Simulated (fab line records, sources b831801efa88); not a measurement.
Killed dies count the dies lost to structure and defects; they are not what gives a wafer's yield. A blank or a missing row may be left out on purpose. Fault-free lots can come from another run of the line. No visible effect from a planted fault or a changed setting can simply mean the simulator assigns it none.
fab line records | flow gf180mcu
record lots=14 wafers=42 last-day=34
route steps=602 shown NWELL@49 HV_LDD@224 SAB@274
lots untouched by any fault: they come from a run of this same line in which no faults occurred
start-h: hours from the record's first day to the start of the lot's first wafer shown | wait-h: hours since the lot's step before | " the same as in the row above | L1.1+2: a single row standing in for several wafers | - no value, or no start was given | * or withheld: withheld | < > ~ a bound
route shown NAME@n: names a module that has steps shown in the file, with the first one's number in the route | usual: average and standard deviation across the fault-free wafers | same: alike in all rows | chamber/n: place in a boat | sites: per-site readings | _std_site: standard deviation across them | _edge_site: inner sites' mean taken away from outer sites' mean | radius-mm: for every site, how far away it sits from the centre of the wafer | mask NAME#n: copy n | behind: tool/chamber where the wafer was last shaped | hold: why the lot was held/for how many hours/how that ended | device: transistor that didn't switch, given as n, p or np | end of line: the same wafers' tests at the end of the route | for a step that has no rows: nothing shown but its recipe | killed: at the first sort, the dies lost to defects and structure; wafer yield is something else | map: a wafer's dies, marking killed ones x, the rest . and places with no die _
set.NAME: the run value of the setting; set.NAME@STEP: its run value at that earlier step | model.NAME: the simulator's own value behind a step, which no gauge read
one table for each step of the route and one row for each wafer, over a sample of lots
services: a tool's chamber out of use, with start hour (start-h, from the record's first day; less than 0 if before it), hours out, and reason
## steps
# step GF_NWELL_OVL_MEAS_07
# usual NWELL_OVL=1.7/1.2
# columns lot.wafer tool chamber start-h wait-h NWELL_OVL[nm]
L671.2 overlay-02 - 54.71 - 0.7
L671.3 " - " " 1.0
L671.4 " - " " 2.4
L672.2 overlay-02 - 61.06 - 2.7
L672.3 " - " " 2.5
L672.6 " - " " 2.9
L673.2 overlay-01 - 67.75 - 1.6
L673.4 " - " " 3.4
L673.5 " - " " 2.4
L674.1 overlay-01 - 70.95 - 2.3
L674.2 " - " " 1.7
L674.6 " - " " 2.5
L675.4 overlay-01 - 77.27 - 1.6
L675.5 " - " " 1.5
L675.6 " - " " 2.6
L676.2 overlay-01 - 85.66 - 2.0
L676.5 " - " " 2.5
L676.6 " - " " 1.4
L677.3 overlay-02 - 88.77 - 3.1
L677.4 " - " " 1.5
L677.6 " - " " 1.9
L678.3 overlay-02 - 94.67 - -0.4
L678.5 " - " " 1.2
L678.6 " - " " 0.1
L679.1 overlay-02 - 100.95 - 2.5
L679.3 " - " " 0.6
L679.4 " - " " 3.0
L680.3 overlay-02 - 106.66 - 1.3
L680.4 " - " " 2.6
L680.5 " - " " 0.7
L681.3 overlay-01 - 112.01 - 1.9
L681.4 " - " " 0.4
L681.6 " - " " -0.1
L682.1 overlay-02 - 115.60 - 0.6
L682.5 " - " " 0.7
L682.6 " - " " 0.8
L688.2 overlay-01 - 148.91 - 1.3
L688.3 " - " " 1.6
L688.6 " - " " 0.9
L693.1 overlay-01 - 174.39 - 2.6
L693.3 " - " " 2.6
L693.6 " - " " 3.4
# step GF_VT_IMPLANT_RS_MEAS_47
# recipe thk-meas-gauge=four-point-probe
# usual NWELL_RS=487.7/1.2
# columns lot.wafer tool chamber start-h wait-h NWELL_RS[ohm/sq]
L671.2 film-metro-03 - 156.94 0.1 488.3
L671.3 " - " " 489.2
L671.4 " - " " 487.4
L672.2 film-metro-03 - 164.13 0.1 488.5
L672.3 " - " " 487.6
L672.6 " - " " 486.8
L673.2 film-metro-01 - 173.78 0.1 488.6
L673.4 " - " " 488.0
L673.5 " - " " 489.6
L674.1 film-metro-04 - 177.52 0.1 486.4
L674.2 " - " " 486.1
L674.6 " - " " 485.0
L675.4 film-metro-01 - 184.63 0.1 490.1
L675.5 " - " " 488.8
L675.6 " - " " 489.2
L676.2 film-metro-01 - 194.19 0.1 485.9
L676.5 " - " " 486.8
L676.6 " - " " 486.8
L677.3 film-metro-04 - 198.41 0.1 487.2
L677.4 " - " " 487.6
L677.6 " - " " 488.3
L678.3 film-metro-03 - 204.80 0.1 487.5
L678.5 " - " " 487.1
L678.6 " - " " 488.7
L679.1 film-metro-03 - 214.22 0.1 489.1
L679.3 " - " " 487.4
L679.4 " - " " 487.9
L680.3 film-metro-01 - 219.21 0.1 487.5
L680.4 " - " " 488.7
L680.5 " - " " 489.5
L681.3 film-metro-01 - 226.87 0.1 488.3
L681.4 " - " " 488.1
L681.6 " - " " 487.0
L682.1 film-metro-03 - 232.07 0.1 489.2
L682.5 " - " " 489.7
L682.6 " - " " 487.9
L688.2 film-metro-01 - 273.39 0.1 488.8
L688.3 " - " " 487.3
L688.6 " - " " 488.1
L693.1 film-metro-04 - 305.12 0.1 485.2
L693.3 " - " " 484.6
L693.6 " - " " 485.6
# step GF_HV_LDD_IMPLANT_48
# recipe species=B energy-kev=25 dose-cm2=3e+13 tilt-deg=7
# usual beam-on-s=9.99/0.21 dose-ions-cm2=3.0001e+13/2.9e+10 faraday-current-uA=169/3.6
# columns lot.wafer tool chamber start-h wait-h beam-on-s dose-ions-cm2 faraday-current-uA
L671.2 implanter-04 0 274.33 0.0 9.85 3.0009e+13 171
L671.3 " 0 " " 9.62 3.0002e+13 175
L671.4 " 0 " " 9.82 3.0002e+13 172
L672.2 implanter-04 0 280.56 0.0 10.03 3.0017e+13 169
L672.3 " 0 " " 9.78 3.0015e+13 172
L672.6 " 0 " " 10.00 3.0021e+13 169
L673.2 implanter-03 0 291.51 0.0 9.63 3.003e+13 175
L673.4 " 0 " " 10.14 2.9973e+13 166
L673.5 " 0 " " 10.01 2.9989e+13 169
L674.1 implanter-01 0 297.39 0.0 10.06 3.0041e+13 169
L674.2 " 0 " " 9.89 3.0031e+13 171
L674.6 " 0 " " 9.90 3.0038e+13 171
L675.4 implanter-04 0 306.33 0.1 10.45 3.0009e+13 162
L675.5 " 0 " " 10.04 3.0022e+13 170
L675.6 " 0 " " 10.21 2.9965e+13 166
L676.2 implanter-04 0 322.11 0.0 9.82 2.9991e+13 172
L676.5 " 0 " " 10.06 2.9999e+13 168
L676.6 " 0 " " 10.35 3.005e+13 164
L677.3 implanter-03 0 329.85 0.1 10.12 3.0019e+13 168
L677.4 " 0 " " 9.80 2.999e+13 173
L677.6 " 0 " " 10.56 2.998e+13 159
L678.3 implanter-04 0 332.75 0.1 10.38 3.0015e+13 162
L678.5 " 0 " " 10.05 3.0008e+13 168
L678.6 " 0 " " 10.17 2.9977e+13 166
L679.1 implanter-04 0 338.65 0.0 9.69 2.9965e+13 175
L679.3 " 0 " " 10.29 2.9968e+13 164
L679.4 " 0 " " 9.91 3.0027e+13 171
L680.3 implanter-01 0 351.70 0.1 10.11 3.0044e+13 167
L680.4 " 0 " " 9.95 3.008e+13 171
L680.5 " 0 " " 9.92 2.9999e+13 170
L681.3 implanter-03 0 357.35 0.1 10.01 2.9978e+13 168
L681.4 " 0 " " 10.56 3.0009e+13 159
L681.6 " 0 " " 10.14 2.9953e+13 168
L682.1 implanter-04 0 361.39 0.0 9.71 2.9991e+13 174
L682.5 " 0 " " 9.81 2.9967e+13 173
L682.6 " 0 " " 10.15 2.9976e+13 168
L688.2 implanter-04 0 407.36 0.0 10.28 4.5025e+13 247
L688.3 " 0 " " 9.84 4.5022e+13 256
L688.6 " 0 " " 9.93 4.4992e+13 256
L693.1 implanter-04 0 443.65 0.0 9.74 4.5e+13 260
L693.3 " 0 " " 10.10 4.5054e+13 251
L693.6 " 0 " " 9.95 4.5038e+13 255
# step GF_HV_LDD_TW_MEAS_50
# usual HV_LDD_4_TW=569/3.1
# columns lot.wafer tool chamber start-h wait-h HV_LDD_4_TW
L671.2 film-metro-01 - 274.57 0.1 572
L671.3 " - " " 573
L671.4 " - " " 572
L672.2 film-metro-01 - 280.80 0.1 570
L672.3 " - " " 574
L672.6 " - " " 572
L673.2 film-metro-01 - 291.75 0.1 575
L673.4 " - " " 570
L673.5 " - " " 571
L674.1 film-metro-04 - 297.64 0.1 566
L674.2 " - " " 566
L674.6 " - " " 565
L675.4 film-metro-03 - 306.54 0.1 563
L675.5 " - " " 565
L675.6 " - " " 564
L676.2 film-metro-01 - 322.35 0.1 566
L676.5 " - " " 573
L676.6 " - " " 571
L677.3 film-metro-04 - 330.07 0.1 568
L677.4 " - " " 571
L677.6 " - " " 571
L678.3 film-metro-04 - 332.97 0.1 573
L678.5 " - " " 572
L678.6 " - " " 570
L679.1 film-metro-03 - 338.90 0.1 567
L679.3 " - " " 569
L679.4 " - " " 568
L680.3 film-metro-01 - 351.92 0.1 569
L680.4 " - " " 570
L680.5 " - " " 572
L681.3 film-metro-01 - 357.57 0.1 568
L681.4 " - " " 566
L681.6 " - " " 568
L682.1 film-metro-01 - 361.64 0.1 568
L682.5 " - " " 566
L682.6 " - " " 568
L688.2 film-metro-04 - 407.64 0.1 646
L688.3 " - " " 649
L688.6 " - " " 651
L693.1 film-metro-03 - 443.90 0.1 642
L693.3 " - " " 641
L693.6 " - " " 643
# step GF_SAB_OVL_MEAS_10
# usual SAB_OVL=-0.4/1.4
# columns lot.wafer tool chamber start-h wait-h SAB_OVL[nm]
L671.2 overlay-02 - 337.18 0.1 -1.8
L671.3 " - " " -1.0
L671.4 " - " " -0.5
L672.2 overlay-02 - 350.01 0.1 -0.1
L672.3 " - " " 0.5
L672.6 " - " " -0.2
L673.2 overlay-02 - 359.11 0.1 -1.7
L673.4 " - " " -1.9
L673.5 " - " " -1.8
L674.1 overlay-01 - 363.66 0.1 0.9
L674.2 " - " " 1.7
L674.6 " - " " 2.6
L675.4 overlay-01 - 375.22 0.1 -0.7
L675.5 " - " " -1.2
L675.6 " - " " 0.0
L676.2 overlay-02 - 389.82 0.1 0.6
L676.5 " - " " -0.1
L676.6 " - " " -1.7
L677.3 overlay-02 - 399.93 0.1 -0.3
L677.4 " - " " 0.4
L677.6 " - " " -0.6
L678.3 overlay-02 - 403.47 0.1 0.6
L678.5 " - " " 1.3
L678.6 " - " " 2.1
L679.1 overlay-02 - 408.81 0.1 -0.6
L679.3 " - " " 1.4
L679.4 " - " " -0.3
L680.3 overlay-01 - 420.91 0.1 -0.3
L680.4 " - " " 1.1
L680.5 " - " " 0.2
L681.3 overlay-02 - 428.18 0.1 0.3
L681.4 " - " " -1.2
L681.6 " - " " -1.8
L682.1 overlay-02 - 432.41 0.1 -1.4
L682.5 " - " " -2.7
L682.6 " - " " -2.6
L688.2 overlay-01 - 484.44 0.1 -2.5
L688.3 " - " " -1.9
L688.6 " - " " -2.6
L693.1 overlay-02 - 520.02 0.1 0.5
L693.3 " - " " -0.8
L693.6 " - " " -0.8
## services
# columns tool chamber start-h hours kind
implanter-03 - 253.53 2.8 pm
implanter-04 - 261.58 1.9 repair
implanter-04 - 275.60 1.1 repair
implanter-04 - 375.00 3.5 pm
implanter-01 - 394.93 29.3 pm
## key
first-sign step=GF_HV_LDD_IMPLANT_48 reading=dose-ions-cm2 direction=up sigmas=99+ usual=3.0001e+13 struck=4.5022e+13
effect step=GF_HV_LDD_IMPLANT_48 reading=faraday-current-uA direction=up sigmas=24 usual=169 struck=254
effect step=GF_HV_LDD_TW_MEAS_50 reading=HV_LDD_4_TW direction=up sigmas=25 usual=569 struck=645
met-at GF_HV_LDD_IMPLANT_48
struck-lots L688,L693
tester-left-out L688,L693
loop-trim step=GF_SAB_EXPOSE_06 setting=dose lots=L693
not-acting-at GF_NWELL_OVL_MEAS_07,GF_VT_IMPLANT_RS_MEAS_47,GF_SAB_OVL_MEAS_10
onset-between 361.39 407.36
fault kind=process-parameter-drift tool=implanter-04 chamber=- onset-h=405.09 steps=GF_HV_LDD_IMPLANT_48 channel=dose-cm2 offset=1.5045e+13 shape=step end-h=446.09 acts-in=these-recipes-only stated=3e+13
# tester-left-out: of these lots the tester's yield and bins aren't shown, on N5 and GAA mostly nor the transistor test; their killed dies are dies lost to structure and defects alone, not to doping, threshold or leakage, so they don't give the yield
# loop-trim: a control loop set the setting to another value than it would have without faults
